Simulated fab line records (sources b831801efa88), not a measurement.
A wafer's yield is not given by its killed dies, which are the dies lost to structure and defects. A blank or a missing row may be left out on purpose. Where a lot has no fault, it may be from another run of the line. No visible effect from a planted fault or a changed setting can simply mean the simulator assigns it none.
8D (eight disciplines) problem report, filled in by code -- flow sky130 -- the parts of the form that need people (team, actions taken, sign-off) are left out

## 1. WHAT IS WRONG
METAL5_ALCU_RS at SKY_METAL5_RS_MEAS_05 reads a mean of 0.0353 ohm/sq on 1 wafer of 1 lot; wafers without a fault read 0.0270 ohm/sq with a standard deviation of 0.00031. That puts it +27 standard deviations away from the usual mean.
The step: measures by four-point-probe.
First seen on wafer L644.1, day 47 01:26, on film_metro-01. The record has a number at this step for 29 wafers belonging to 10 lots. Rule for "out" (also "out of limits"): further than 4 standard deviations from the usual mean. All remaining wafers that have a number are taken as sound.

## 2. WHAT THIS IS AND IS NOT
question,is,is not
which readings at this step,METAL5_ALCU_RS,-
which lots,L644,"L631, L632, L637, L638, L647, L649, L650, L651, L652"
which wafers of those lots,L644.1,L644.4
read on which gauges,film_metro-01,film_metro-02
when,from day 47 01:26,"up to then (13 sound wafers); but 15 sound wafers of L647, L649, L650, L651, L652 came after"

## 3. WHAT RULES OUT EACH SUSPECT
Counting: any tool at a process step up to the reading remains a suspect provided it ran every lot that is out. Sound lots after the first of them don't rule it out here, since some wafers of a struck lot are sound.
- the gauge at SKY_METAL5_RS_MEAS_05: ruled out. All the wafers that are out were read on film_metro-01, but those of them that SKY_METAL5_METAL_ETCH_15 has rows for are out there too, on other tools.
- pvd_sputter-01 at SKY_METAL4_SPUTTER_00 (material Ti, target thk 15 nm, time 10 s): kept. It processed L644, the lot that is out, at day 44 04:01, and its most recent sound lot before then was L638 at day 42 11:25.
- pecvd-02 at SKY_CAP2M_CVD_00 (deposits SiO2, target thk 15.5 nm): kept. It ran the lot that is out, L644 (day 44 04:11).
- pvd_sputter-02 at SKY_METAL5_SPUTTER_02 (material AlCu, target thk 1150 nm, time 61.2 s): kept. It processed L644, the lot that is out, at day 47 01:19, and its most recent sound lot before then was L632 at day 44 04:46.
- Within pecvd-02 at SKY_CAP2M_CVD_00: the wafers that are out ran in chamber 2; their sound lot-mates ran in chamber 0.
Left after counting: pvd_sputter-01 at SKY_METAL4_SPUTTER_00, pecvd-02 at SKY_CAP2M_CVD_00, pvd_sputter-02 at SKY_METAL5_SPUTTER_02.

## 4. THE CAUSE (what the simulator had put in)
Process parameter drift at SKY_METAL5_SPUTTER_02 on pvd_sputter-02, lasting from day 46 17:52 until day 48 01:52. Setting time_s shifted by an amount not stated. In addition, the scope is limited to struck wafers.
Counting left 3 suspects, and this tool is among them.

## 5. THE EFFECT CHAIN, in route order
Each row: a reading where the mean over the struck wafers with a number is more than 3 standard deviations away from the usual. Only readings whose record carries a usual standard deviation are examined. hours: median over the lots of the time between each lot's start at the first step of this table that gives one and its start at this step. sigmas: the change, counted in usual standard deviations.
hours,step,reading,usual,on struck wafers,change,sigmas
0,SKY_METAL5_RS_MEAS_05,METAL5_ALCU_RS,0.0270 ohm/sq,0.0353,+0.0083,+27
0,SKY_METAL5_THK_MEAS_06,METAL5_ALCU_THK,1145 nm,886,-259,-18
19,SKY_METAL5_METAL_ETCH_15,oes_product_au,0.894 a.u.,0.792,-0.102,-22
It contains these process steps:
- SKY_METAL5_METAL_ETCH_15: etches the open film in Cl2/BCl3, stops on SiO2, target depth 1260 nm, time 252 s.
Later measuring or inspecting steps at which every struck wafer that the step has a row for has a number for every such reading, and none has moved that far: SKY_PASSIVATION_THK_MEAS_01.

## 6. HOW IT WOULD HAVE BEEN CAUGHT EARLIER
The first out-of-limits reading at a measuring or inspecting step in this record came at day 47 01:26, 8 hours after the fault's start at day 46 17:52.
An alarm limit of 4 standard deviations would not have fired on the tool readings at SKY_METAL5_SPUTTER_02 for which the record gives a usual standard deviation, since none of them was out on any struck wafer.
By day 47 01:26 the whole set of lots that are out, 1 in number, had already begun SKY_METAL5_SPUTTER_02 on pvd_sputter-02. Tool hold at that time: it would have spared none of them.
